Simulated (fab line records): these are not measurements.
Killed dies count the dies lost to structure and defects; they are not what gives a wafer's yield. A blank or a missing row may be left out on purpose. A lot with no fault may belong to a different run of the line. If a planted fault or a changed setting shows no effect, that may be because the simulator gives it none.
Struck lot and sound lot, side by side / flow sky130 / 16 steps out of a route of 708
Sound: wafers L589.1, L589.4, L589.5. Wafers L591.1, L591.2, L591.5 were the ones struck. At the end, the cause is stated.
Each step with rows lists, per side, the tool, then ch with its chambers, then its first start. Under that, the readings that differ: sound wafers / struck wafers / difference of the means / sigmas: that difference in standard deviations of wafers without a fault.
alike: readings whose means differ by less than 2 such deviations, and words and numbers that are the same on both sides. not compared: withheld readings, readings that some wafer has no value for, bounds like >300 that may hide the same value, and numbers for which the record gives no deviation and whose values overlap.
The two part at a step that has a row with sigmas, a row that says differs or no value, or rows on one side only. Numbers that have no deviation but don't overlap get no sigmas and don't part them. A reading that every wafer of one side lacks parts them only if that side has two wafers or more.

SKY_CAP2M_THK_MEAS_01:
  sound: film metro-03 at day 42 02:28; struck: film metro-03 at day 42 18:15
  alike: CAP2M_CVD_00_THK
SKY_CAP2M_SPUTTER_02: material TiN, target thk 200 nm, time 166.7 s.
  sound: pvd sputter-01 at day 42 02:32; struck: pvd sputter-03 at day 42 18:19
  alike: cathode dc power W, substrate temp c, throttle valve pct
SKY_CAP2M_RS_MEAS_03: measures by four-point-probe.
  sound: film metro-02 at day 42 02:38; struck: film metro-01 at day 42 18:25
  alike: CAP2M_TIN_RS
SKY_CAP2M_THK_MEAS_04: measures by xrf.
  sound: film metro-02 at day 42 02:46; struck: film metro-01 at day 42 18:32
  alike: CAP2M_TIN_THK
then, 7 steps without rows for these wafers: SKY_CAP2M_DEHYDRATE_05 (time 60 s); SKY_CAP2M_HMDS_06 (prime time 60 s); SKY_CAP2M_COAT_07 (resist thk 1140 nm); SKY_CAP2M_SOFTBAKE_08 (time 60 s); SKY_CAP2M_EXPOSE_09 (exposes mask CAP2M, target cd 1000 nm); SKY_CAP2M_PEB_10; SKY_CAP2M_DEVELOP_11 (develop time 60 s).
SKY_CAP2M_OVL_MEAS_12:
  sound: overlay-02 at day 43 00:49; struck: overlay-02 at day 43 17:22
  alike: CAP2M_OVL
SKY_CAP2M_METAL_ETCH_13: etches TiN in Cl2/BCl3, stops on SiO2, target depth 220 nm, time 62.9 s.
  sound on rie metal-02 ch 0,1, day 43 00:50; struck on rie metal-02 ch 0,1, day 43 17:24
  no value came back on the struck wafers for any of 5 readings (bcl3 flow sccm (sccm), bias w (W) and others); on the sound wafers bcl3 flow sccm (sccm) reads 30.00 29.99 30.09
reading=model.NOVOLAK_of_CAP2M_COAT_07.thk nm (nm); sound=1002 993.6 994.6; struck=1135 1138 1140; difference=+141; sigmas=
  not compared: rf hours counter h
SKY_CAP2M_STRIP_14: strips in O2/N2.
  sound on plasma asher-04 ch 0,1, day 43 00:55; struck on plasma asher-02 ch 0,1, day 43 17:29
reading=strip time to endpoint s (s); sound=12.74 12.65 12.66; struck=14.12 14.16 14.19; difference=+1.47; sigmas=+23
  alike: drypump motor current A, oes product au
  not compared: rf hours counter h
then, 1 step without rows for these wafers: SKY_CAP2M_STRIP_15 (strips in post etch residue remover, time 1200 s).
-- the record jumps here: 5 days lie between the struck wafers' starts before and after (it left off in module CAP2M and takes up again in module PAD_OPEN, whose first step shown is number 708 of the route) --
SKY_PAD_OPEN_PROBE_99:
  sound: prober-02 at day 47 18:26; struck: prober-02 at day 48 08:31
reading=defect limited yield (%); sound=84.3 85.2 82.3; struck=0 0 0; difference=-84; sigmas=-40
reading=killed at other; sound=0 0 0; struck=414 422 400; difference=+412; sigmas=+99 or more
reading=killed dies; sound=77 73 87; struck=492 492 492; difference=+413; sigmas=+41
reading=killed on rim; sound=14 16 17; struck=96 96 96; difference=+80; sigmas=+21
reading=sort_bin_5_function (%); sound=10.0 8.3 10.0; struck=91.7 93.9 93.7; difference=+83.7; sigmas=+60
reading=sort n pass; sound=415 419 405; struck=0 0 0; difference=-413; sigmas=-41
reading=sort yield pct (%); sound=84.3 85.2 82.3; struck=0 0 0; difference=-84; sigmas=-40
  alike: killed_at_M0_to_M3, killed_at_M4_up, killed at contacts, killed at front end, killed open, killed short, sort_bin_3_pad_short, sort_bin_6_memory

## WHERE THEY PART
Earliest at SKY_CAP2M_METAL_ETCH_13; latest, in this record, at SKY_PAD_OPEN_PROBE_99.

WHY: the cause the simulator had injected
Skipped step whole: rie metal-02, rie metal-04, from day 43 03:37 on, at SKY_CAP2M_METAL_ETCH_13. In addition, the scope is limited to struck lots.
